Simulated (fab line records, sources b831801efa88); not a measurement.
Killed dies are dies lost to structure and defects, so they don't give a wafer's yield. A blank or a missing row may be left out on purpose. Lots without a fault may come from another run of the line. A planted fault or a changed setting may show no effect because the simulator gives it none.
One fault seen from 2 desks | flow gf180mcu | each desk has only its own numbers; what lay behind them comes last

THE TOOL OWNER'S DESK: pecvd-04
The tool's own readings at GF_V4_CVD_02 (deposits SiO2 from TEOS, target thk 850 nm, time 94.851 s): means of the sampled wafers that have a number, for each lot that ran on this tool. A lot is out of limits, marked OUT, if its mean lies more than 4 standard deviations from the usual mean; the brackets give that distance.
Columns: A = heater_power_w at GF_V4_CVD_02, usual 686 W
lot  | first seen here | A
L580 | day 23 03:40    | 755
L582 | day 24 06:55    | 838
L587 | day 26 06:16    | 715
L588 | day 26 08:26    | 724
L603 | day 30 10:44    | 635
This desk's finding: nothing out of limits on any of the 5 lots.

THE METROLOGY DESK
What the gauges read, lot by lot, whatever tool the lot ran on: means of the sampled wafers that have a number. A lot is out of limits, marked OUT, if its mean lies more than 4 standard deviations from the usual mean; the brackets give that distance.
Columns: A = cd_nm at GF_M1_CD_MEAS_14, usual 230.3 nm; B = V4_CVD_02_THK at GF_V4_THK_MEAS_03, usual 850 nm
lot  | first seen here | A     | B
L580 | day 16 18:16    | 230.3 | 863
L582 | day 17 22:47    | 228.5 | 866
L583 | day 18 11:14    | 229.4 | 850
L587 | day 20 05:09    | 230.5 | 673 (-14) OUT
L588 | day 20 05:16    | 230.8 | 658 (-15) OUT
L594 | day 22 06:32    | 231.1 | 842
L596 | day 23 03:07    | 228.7 | 860
L598 | day 23 20:02    | 231.4 | 846
L599 | day 23 22:32    | 230.1 | 836
L600 | day 24 11:17    | 228.9 | 856
L601 | day 24 18:20    | 231.2 | 843
L603 | day 25 01:04    | 231.0 | 857
This desk's finding: out of limits on L587, L588; first on L587, day 26 06:20 (V4_CVD_02_THK at GF_V4_THK_MEAS_03). In limits: L580, L582, L583, L594, L596, L598, L599, L600, L601, L603.

PUT TOGETHER
The metrology desk could have raised an alarm at day 26 06:20, on L587, L588.
The tool owner's desk saw nothing out of limits.
The tool owner's desk has L587, L588 on record, within its limits.
Of the lots named, all ran GF_V4_CVD_02 on pecvd-04.

WHAT THE SIMULATOR HAD PUT IN
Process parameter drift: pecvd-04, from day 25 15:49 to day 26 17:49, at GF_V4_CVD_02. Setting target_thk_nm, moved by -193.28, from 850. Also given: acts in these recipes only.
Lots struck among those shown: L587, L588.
Hours from the fault's start to each desk's first reading out of limits: the metrology desk, 15.
